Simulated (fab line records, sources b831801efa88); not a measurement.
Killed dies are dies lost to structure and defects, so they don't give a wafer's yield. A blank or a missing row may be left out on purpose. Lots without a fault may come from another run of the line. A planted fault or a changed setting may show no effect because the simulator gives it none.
A struck lot beside a sound one | flow sky130 | 18 steps out of a route of 708
Sound: wafers L147.1, L147.3, L147.4. Struck: wafers L150.1, L150.2, L150.3. The cause comes at the end.
At each step with rows: each side's tool, then ch and its chambers, then its first start. Under that, the readings that differ: sound wafers | struck wafers | difference of the means | sigmas: that difference in standard deviations of wafers without a fault.
alike: readings whose means differ by less than 2 such deviations, and words and numbers that are the same on both sides. not compared: withheld readings, readings that some wafer has no value for, bounds like >300 that may hide the same value, and numbers for which the record gives no deviation and whose values overlap.
The two part at a step that has a row with sigmas, a row that says differs or no value, or rows on one side only. Numbers that don't overlap but have no deviation are shown without sigmas and don't part them. A reading that every wafer of one side lacks parts them only if that side has two wafers or more.

first, 3 steps without rows for these wafers: SKY_VT_ADJUST_HVTP_EXPOSE_04 (exposes mask HVTPM, target cd 380 nm); SKY_VT_ADJUST_HVTP_PEB_05; SKY_VT_ADJUST_HVTP_DEVELOP_06 (develop time 60 s).
SKY_VT_ADJUST_HVTP_CD_MEAS_07: target cd 380 nm.
  sound on cd_sem-01, day 7 15:03; struck on cd_sem-02, day 8 06:14
  alike: cd_nm
SKY_VT_ADJUST_HVTP_OVL_MEAS_08:
  sound on overlay-02, day 7 15:10; struck on overlay-01, day 8 06:22
  alike: VT_ADJUST_HVTP_OVL
then, 1 step without rows for these wafers: SKY_VT_ADJUST_HVTP_IMPLANT_09.
SKY_VT_ADJUST_HVTP_STRIP_10: strips in O2/N2.
  sound on plasma_asher-03 ch 0,1, day 7 15:21; struck on plasma_asher-03 ch 0,1, day 8 06:33
  reading                      | sound             | struck            | difference | sigmas
  strip_time_to_endpoint_s (s) | 14.24 14.19 14.24 | 14.12 14.11 14.08 | -0.12      | -2
  alike: drypump_motor_current_A, oes_product_au
  not compared: rf_hours_counter_h
SKY_VT_ADJUST_HVTP_TW_MEAS_11:
  sound on film_metro-02, day 7 15:27; struck on film_metro-02, day 8 06:39
  alike: VT_ADJUST_HVTP_TW
then, 4 steps without rows for these wafers: SKY_VT_ADJUST_LVTN_DEHYDRATE_00 (time 60 s); SKY_VT_ADJUST_LVTN_HMDS_01 (prime time 60 s); SKY_VT_ADJUST_LVTN_COAT_02 (resist thk 3000 nm); SKY_VT_ADJUST_LVTN_SOFTBAKE_03.
SKY_VT_ADJUST_LVTN_EXPOSE_04: exposes mask NWM COMPLEMENT LESS NATIVE, target cd 840 nm.
  sound on iline_stepper-01 ch 0, day 8 02:06; struck on iline_stepper-02 ch 0, day 8 17:08
  reading                                | sound                   | struck      | difference | sigmas
  model.VT_ADJUST_LVTN.overlay_x_nm (nm) | -0.3559 -0.3559 -0.3559 | 324 324 324 | +324       |
  alike: mask, reticle_temp_C
then, 2 steps without rows for these wafers: SKY_VT_ADJUST_LVTN_PEB_05; SKY_VT_ADJUST_LVTN_DEVELOP_06 (develop time 60 s).
SKY_VT_ADJUST_LVTN_OVL_MEAS_07:
  sound on overlay-01, day 8 12:06; struck on overlay-02, day 9 03:48
  reading                 | sound         | struck            | difference | sigmas
  VT_ADJUST_LVTN_OVL (nm) | 0.2 -0.2 -1.4 | 325.4 323.5 323.1 | +324.5     | +99 or more
then, 1 step without rows for these wafers: SKY_VT_ADJUST_LVTN_IMPLANT_08.
-- the record jumps here: 39 days lie between the struck wafers' starts before and after (it left off in module VT_ADJUST_LVTN and takes up again in module PAD_OPEN, whose first step shown is number 708 of the route) --
SKY_PAD_OPEN_PROBE_99:
  the record has rows for the struck wafers here (prober-01, day 48 01:02) and none for the sound ones

WHERE THEY PART
First at SKY_VT_ADJUST_HVTP_STRIP_10; last, within this record, at SKY_PAD_OPEN_PROBE_99.

WHY: what the simulator had put in
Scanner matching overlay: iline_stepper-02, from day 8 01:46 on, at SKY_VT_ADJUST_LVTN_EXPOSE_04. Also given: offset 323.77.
